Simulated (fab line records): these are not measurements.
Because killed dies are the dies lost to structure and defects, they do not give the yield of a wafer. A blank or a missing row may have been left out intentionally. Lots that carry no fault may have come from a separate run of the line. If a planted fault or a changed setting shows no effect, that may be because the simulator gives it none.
Split-lot trial / flow sfq-line / 23 wafers read from 5 lots, route of 325 steps

== THE SPLIT ITSELF ==
At SFQ_TRILAYER_L0_VIA_LITHO_COAT_018 (resist thk 62 nm), the setting resist-thk-nm was moved away from the recipe's 62 nm on 10 of the 23 wafers read, by -4.9% to +4.2%. All remaining wafers had this setting at the recipe value.

== FROM THE SPLIT TO THE READING: what the file shows between them, 2 steps ==
- SFQ_TRILAYER_L0_VIA_LITHO_PEB_016: peb time 60 s (also split here: peb-temp-c)
- SFQ_TRILAYER_L0_VIA_LITHO_DEVELOP_015: time 60 s

== THE READING ==
oes-product-au, in a.u., at SFQ_TRILAYER_L0_VIA_BARC_OPEN_VIA_ETCH_021 (etches BARC in O2, target depth 125 nm, time 41.7 s). A value of 0.685 a.u. with a standard deviation of 0.0044 a.u. is what fault-free wafers of this fab line usually give.

wafer=L077.1; tool, chamber at the split=litho-track-02, 0; resist-thk-nm as run, nm=64.14; against the recipe=+3.5%; oes-product-au, a.u.=0.691; against lot-mates on the recipe=+0.006
wafer=L077.2; tool, chamber at the split=litho-track-02, 0; resist-thk-nm as run, nm=62; against the recipe=recipe; oes-product-au, a.u.=0.684; against lot-mates on the recipe=-
wafer=L077.3; tool, chamber at the split=litho-track-02, 0; resist-thk-nm as run, nm=64.14; against the recipe=+3.5%; oes-product-au, a.u.=0.701; against lot-mates on the recipe=+0.016
wafer=L077.4; tool, chamber at the split=litho-track-02, 0; resist-thk-nm as run, nm=62; against the recipe=recipe; oes-product-au, a.u.=0.685; against lot-mates on the recipe=-
wafer=L077.5; tool, chamber at the split=litho-track-02, 0; resist-thk-nm as run, nm=62; against the recipe=recipe; oes-product-au, a.u.=0.685; against lot-mates on the recipe=-
wafer=L079.1; tool, chamber at the split=litho-track-02, 0; resist-thk-nm as run, nm=59.32; against the recipe=-4.3%; oes-product-au, a.u.=0.676; against lot-mates on the recipe=-0.007
wafer=L079.2; tool, chamber at the split=litho-track-02, 0; resist-thk-nm as run, nm=59.32; against the recipe=-4.3%; oes-product-au, a.u.=0.667; against lot-mates on the recipe=-0.016
wafer=L079.3; tool, chamber at the split=litho-track-02, 0; resist-thk-nm as run, nm=62; against the recipe=recipe; oes-product-au, a.u.=0.682; against lot-mates on the recipe=-
wafer=L079.5; tool, chamber at the split=litho-track-02, 0; resist-thk-nm as run, nm=62; against the recipe=recipe; oes-product-au, a.u.=0.683; against lot-mates on the recipe=-
wafer=L079.6; tool, chamber at the split=litho-track-02, 0; resist-thk-nm as run, nm=59.32; against the recipe=-4.3%; oes-product-au, a.u.=0.669; against lot-mates on the recipe=-0.014
wafer=L080.1; tool, chamber at the split=litho-track-04, 0; resist-thk-nm as run, nm=62; against the recipe=recipe; oes-product-au, a.u.=0.682; against lot-mates on the recipe=-
wafer=L080.2; tool, chamber at the split=litho-track-04, 0; resist-thk-nm as run, nm=62; against the recipe=recipe; oes-product-au, a.u.=0.686; against lot-mates on the recipe=-
wafer=L080.3; tool, chamber at the split=litho-track-04, 0; resist-thk-nm as run, nm=58.98; against the recipe=-4.9%; oes-product-au, a.u.=0.675; against lot-mates on the recipe=-0.008
wafer=L080.4; tool, chamber at the split=litho-track-04, 0; resist-thk-nm as run, nm=62; against the recipe=recipe; oes-product-au, a.u.=0.682; against lot-mates on the recipe=-
wafer=L080.6; tool, chamber at the split=litho-track-04, 0; resist-thk-nm as run, nm=58.98; against the recipe=-4.9%; oes-product-au, a.u.=0.671; against lot-mates on the recipe=-0.012
wafer=L081.2; tool, chamber at the split=litho-track-04, 0; resist-thk-nm as run, nm=62; against the recipe=recipe; oes-product-au, a.u.=0.680; against lot-mates on the recipe=-
wafer=L081.3; tool, chamber at the split=litho-track-04, 0; resist-thk-nm as run, nm=64.6; against the recipe=+4.2%; oes-product-au, a.u.=0.700; against lot-mates on the recipe=+0.020
wafer=L081.4; tool, chamber at the split=litho-track-04, 0; resist-thk-nm as run, nm=64.6; against the recipe=+4.2%; oes-product-au, a.u.=0.705; against lot-mates on the recipe=+0.025
wafer=L081.5; tool, chamber at the split=litho-track-04, 0; resist-thk-nm as run, nm=62; against the recipe=recipe; oes-product-au, a.u.=0.680; against lot-mates on the recipe=-
wafer=L081.6; tool, chamber at the split=litho-track-04, 0; resist-thk-nm as run, nm=64.6; against the recipe=+4.2%; oes-product-au, a.u.=0.697; against lot-mates on the recipe=+0.017
wafer=L083.2; tool, chamber at the split=litho-track-02, 0; resist-thk-nm as run, nm=62; against the recipe=recipe; oes-product-au, a.u.=0.695; against lot-mates on the recipe=-
wafer=L083.4; tool, chamber at the split=litho-track-02, 0; resist-thk-nm as run, nm=62; against the recipe=recipe; oes-product-au, a.u.=0.685; against lot-mates on the recipe=-
wafer=L083.5; tool, chamber at the split=litho-track-02, 0; resist-thk-nm as run, nm=62; against the recipe=recipe; oes-product-au, a.u.=0.688; against lot-mates on the recipe=-

THE FIT
A straight line over all 23 wafers: oes-product-au changes by +0.0032 a.u. for each +1% of resist-thk-nm; r = +0.91; the points scatter about the line by 0.0042 a.u.
The same after taking each lot's own level away (the mean of its wafers on the recipe; 23 wafers): +0.00332 a.u. for each +1%; r = +0.92; scatter 0.0041 a.u.
On that fit, the largest move of resist-thk-nm shifts the reading by 0.016 a.u.
The span of the lots' own levels, 0.6800 to 0.6893 a.u., comes to 2.1 times the standard deviation stated above.
Hence the lot-to-lot level has little effect on the slope; both slopes agree.
Check: -0.0157 a.u. against its lot-mates is what the line predicts for one of the wafers moved furthest among these (-4.9%) when that wafer is left out of the fit. Against them it came out at -0.00833 a.u.

== FURTHER SPLITS ON THESE WAFERS ==
Note: prior to the reading, these wafers also went through further splits. Each is held against what the fit with the lots' levels taken away leaves over:
other split on the same wafers=SFQ_TRILAYER_L0_LITHO_COAT_010 resist-thk-nm; wafers away from the commonest value=7; r with oes-product-au (lot level and that fit taken away)=+0.01
other split on the same wafers=SFQ_TRILAYER_L0_LITHO_COAT_005 spin-rpm; wafers away from the commonest value=5; r with oes-product-au (lot level and that fit taken away)=+0.08
other split on the same wafers=SFQ_TRILAYER_L0_VIA_LITHO_PEB_016 peb-temp-c; wafers away from the commonest value=4; r with oes-product-au (lot level and that fit taken away)=-0.35

== THE WHOLE CHAIN: every reading that the file lists as answering this split, in the file's order ==
step=SFQ_TRILAYER_L0_VIA_LITHO_COAT_018; what it does=resist thk 62 nm; reading=BARC_of_TRILAYER_L0_VIA_LITHO_COAT_018.thk-nm (the simulator's own value, which no gauge read); change (the file's fit)=+0.628 nm for each +1% of the setting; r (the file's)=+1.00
step=SFQ_TRILAYER_L0_VIA_BARC_OPEN_VIA_ETCH_021; what it does=etches BARC in O2, target depth 125 nm, time 41.7 s; reading=oes-product-au; change (the file's fit)=+0.00315 a.u. for each +1% of the setting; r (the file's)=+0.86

== THE FILE'S OWN FIT ==
oes-product-au changes by +0.00315 a.u. for each +1% of resist-thk-nm, r = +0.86.
